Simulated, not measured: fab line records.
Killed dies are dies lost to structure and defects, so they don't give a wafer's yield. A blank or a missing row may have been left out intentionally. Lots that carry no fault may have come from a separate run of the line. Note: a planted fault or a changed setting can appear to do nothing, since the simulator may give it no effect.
The tool behind it: which one? | flow sky130 | 12 lots with 36 wafers sampled at 6 steps, on a route of 708 steps

## WHAT EACH GAUGE READ, for each wafer
SKY_SD_P_CD_MEAS_07: target cd 380 nm.
lot  | measured     | on        | cd-nm (nm)
L738 | day 25 21:49 | cd-sem-02 | 375 377 375
L744 | day 28 02:01 | cd-sem-02 | 379 381 382
L742 | day 28 02:19 | cd-sem-01 | 373 373 374
L751 | day 30 07:22 | cd-sem-02 | 377 377 377
L753 | day 30 21:40 | cd-sem-02 | 378 378 376
L754 | day 31 08:07 | cd-sem-01 | 378 376 379
L755 | day 31 10:56 | cd-sem-01 | 379 380 376
L756 | day 32 03:36 | cd-sem-01 | 383 381 382
L757 | day 32 09:13 | cd-sem-02 | 385 383 384
L758 | day 32 14:42 | cd-sem-02 | 382 385 386
L759 | day 33 00:49 | cd-sem-02 | 380 378 380
L760 | day 33 02:27 | cd-sem-01 | 377 378 377

SKY_RES_XHIGH_TW_MEAS_09.
lot  | measured     | on            | RES_XHIGH_TW
L738 | day 27 03:19 | film-metro-02 | 1652 1652 1650
L744 | day 29 06:20 | film-metro-03 | 1648 1643 1644
L742 | day 29 07:21 | film-metro-01 | 1622 1629 1628
L751 | day 31 11:52 | film-metro-01 | 1630 1633 1618
L753 | day 32 01:04 | film-metro-03 | 1659 1642 1643
L754 | day 32 11:36 | film-metro-03 | 1645 1659 1646
L755 | day 32 14:14 | film-metro-02 | 1639 1636 1629
L756 | day 33 06:43 | film-metro-02 | 1643 1643 1643
L757 | day 33 12:08 | film-metro-01 | 1633 1629 1631
L758 | day 33 17:52 | film-metro-01 | 1635 1638 1632
L759 | day 34 02:50 | film-metro-01 | 1632 1636 1638
L760 | day 34 05:28 | film-metro-01 | 1629 1633 1636

SKY_LI_CONTACT_CD_MEAS_12: target cd 170 nm.
lot  | measured     | on        | cd-nm (nm)
L738 | day 29 14:50 | cd-sem-02 | 169.7 169.7 168.5
L744 | day 31 15:24 | cd-sem-01 | 170.8 171.8 172.1
L742 | day 31 17:56 | cd-sem-02 | 170.5 170.7 170.6
L751 | day 33 18:18 | cd-sem-02 | 169.2 169.0 168.6
L753 | day 34 07:54 | cd-sem-02 | 168.2 169.7 169.1
L754 | day 34 18:20 | cd-sem-01 | 169.8 168.9 168.6
L755 | day 34 21:20 | cd-sem-02 | 171.7 173.3 171.5
L756 | day 35 13:24 | cd-sem-01 | 171.9 171.0 170.6
L757 | day 35 19:34 | cd-sem-01 | 170.3 169.5 169.6
L758 | day 36 00:16 | cd-sem-02 | 168.5 170.3 169.5
L759 | day 36 09:54 | cd-sem-01 | 171.6 172.7 171.2
L760 | day 36 12:09 | cd-sem-01 | 167.8 169.6 169.9

SKY_LI_CONTACT_RS_MEAS_22: uses a four-point probe to measure.
lot  | measured     | on            | LI_CONTACT_W_RS (ohm/sq)
L738 | day 29 15:41 | film-metro-01 | 0.284 0.287 0.288
L744 | day 31 16:14 | film-metro-02 | 0.266 0.267 0.268
L742 | day 31 18:46 | film-metro-01 | 0.272 0.271 0.271
L751 | day 33 19:10 | film-metro-03 | 0.286 0.291 0.283
L753 | day 34 09:16 | film-metro-01 | 0.292 0.289 0.282
L754 | day 34 19:10 | film-metro-03 | 0.283 0.283 0.282
L755 | day 34 22:10 | film-metro-03 | 0.289 0.287 0.284
L756 | day 35 14:14 | film-metro-02 | 0.289 0.283 0.289
L757 | day 35 20:26 | film-metro-03 | 0.286 0.286 0.287
L758 | day 36 01:06 | film-metro-02 | 0.280 0.282 0.283
L759 | day 36 10:44 | film-metro-03 | 0.284 0.287 0.286
L760 | day 36 12:59 | film-metro-02 | 0.283 0.285 0.291

SKY_LI_CONTACT_THK_MEAS_23: measures by xrf.
lot  | measured     | on            | LI_CONTACT_W_THK (nm)
L738 | day 29 15:48 | film-metro-01 | 405 399 403
L744 | day 31 16:20 | film-metro-02 | 438 434 430
L742 | day 31 18:53 | film-metro-01 | 421 422 425
L751 | day 33 19:16 | film-metro-03 | 403 399 408
L753 | day 34 09:22 | film-metro-01 | 392 395 405
L754 | day 34 19:17 | film-metro-03 | 409 409 410
L755 | day 34 22:17 | film-metro-03 | 402 408 404
L756 | day 35 14:21 | film-metro-02 | 401 410 401
L757 | day 35 20:32 | film-metro-03 | 404 404 402
L758 | day 36 01:13 | film-metro-02 | 418 414 413
L759 | day 36 10:51 | film-metro-03 | 413 410 412
L760 | day 36 13:06 | film-metro-02 | 410 411 401

## EACH LOT AND THE TOOL THAT RAN IT (in order: tool; ch and the chambers of the sampled wafers; start)
lot  | SKY_LI_CONTACT_CVD_21
L738 | cvd-w-02 ch 0,1, day 29 15:34
L744 | cvd-w-02 ch 0,1, day 31 16:07
L742 | cvd-w-02 ch 0,1, day 31 18:39
L751 | cvd-w-01 ch 0,1, day 33 19:03
L753 | cvd-w-01 ch 0,1, day 34 09:07
L754 | cvd-w-02 ch 0,1, day 34 19:02
L755 | cvd-w-01 ch 0,1, day 34 22:02
L756 | cvd-w-02 ch 0,1, day 35 14:05
L757 | cvd-w-02 ch 0,1, day 35 20:18
L758 | cvd-w-02 ch 0,1, day 36 00:59
L759 | cvd-w-02 ch 0,1, day 36 10:35
L760 | cvd-w-02 ch 0,1, day 36 12:50
- SKY_LI_CONTACT_CVD_21: deposits W, target thk 400 nm, time 120.56 s.

## AS READ BY THE TOOLS THEMSELVES (means over the sampled wafers that have a number; for cases with no such wafer, the mark the record gives instead)
SKY_LI_CONTACT_CVD_21.
lot  | tool     | heater-power-w (W) | susceptor-temp-C (C)
L738 | cvd-w-02 | 872                | 400.14
L744 | cvd-w-02 | 890                | 403.33
L742 | cvd-w-02 | 877                | 403.65
L751 | cvd-w-01 | 775                | 400.11
L753 | cvd-w-01 | 760                | 399.99
L754 | cvd-w-02 | 868                | 399.89
L755 | cvd-w-01 | 780                | 400.20
L756 | cvd-w-02 | 837                | 399.97
L757 | cvd-w-02 | 867                | 400.14
L758 | cvd-w-02 | 844                | 399.91
L759 | cvd-w-02 | 860                | 400.12
L760 | cvd-w-02 | 850                | 400.27

## THE ANSWER, worked out from the rows above alone
Rule: the usual values come from the lots themselves. Put in order of their means at a reading, lots are off if they are a third of the lots or fewer, leave a main group of 4 or more, and stand apart from it by a gap of 3 or more times the standard deviation of the main group's means; of several such gaps the widest counts. A main group whose means are all the same, to the digits that the tables above print for the reading, isn't used. A lot without any number at a reading at which 4 lots or more have one is off too. Any other lot the step has rows for is counted as sound. The gauges are gone through in route order, then the tools' own readings, and for those a lot's mean is taken as printed above. The first step at which some lot is off is used, and at that step the reading that is off furthest; a lot without a number counts as furthest.
Off: L744, L742, at SKY_LI_CONTACT_RS_MEAS_22 (LI_CONTACT_W_RS). The main group has a mean of 0.286 ohm/sq with a standard deviation of 0.0018.
If a tool, at a process step before that reading, ran all the lots that are off and no sound lot after the first of them, it fits. Not tried: the gauges at SKY_LI_CONTACT_RS_MEAS_22; whatever is off there is also off at SKY_LI_CONTACT_CVD_21, on other tools, and gauge error can't account for it. No candidate that was tried fits.

## WHAT WAS PUT IN BY THE SIMULATOR
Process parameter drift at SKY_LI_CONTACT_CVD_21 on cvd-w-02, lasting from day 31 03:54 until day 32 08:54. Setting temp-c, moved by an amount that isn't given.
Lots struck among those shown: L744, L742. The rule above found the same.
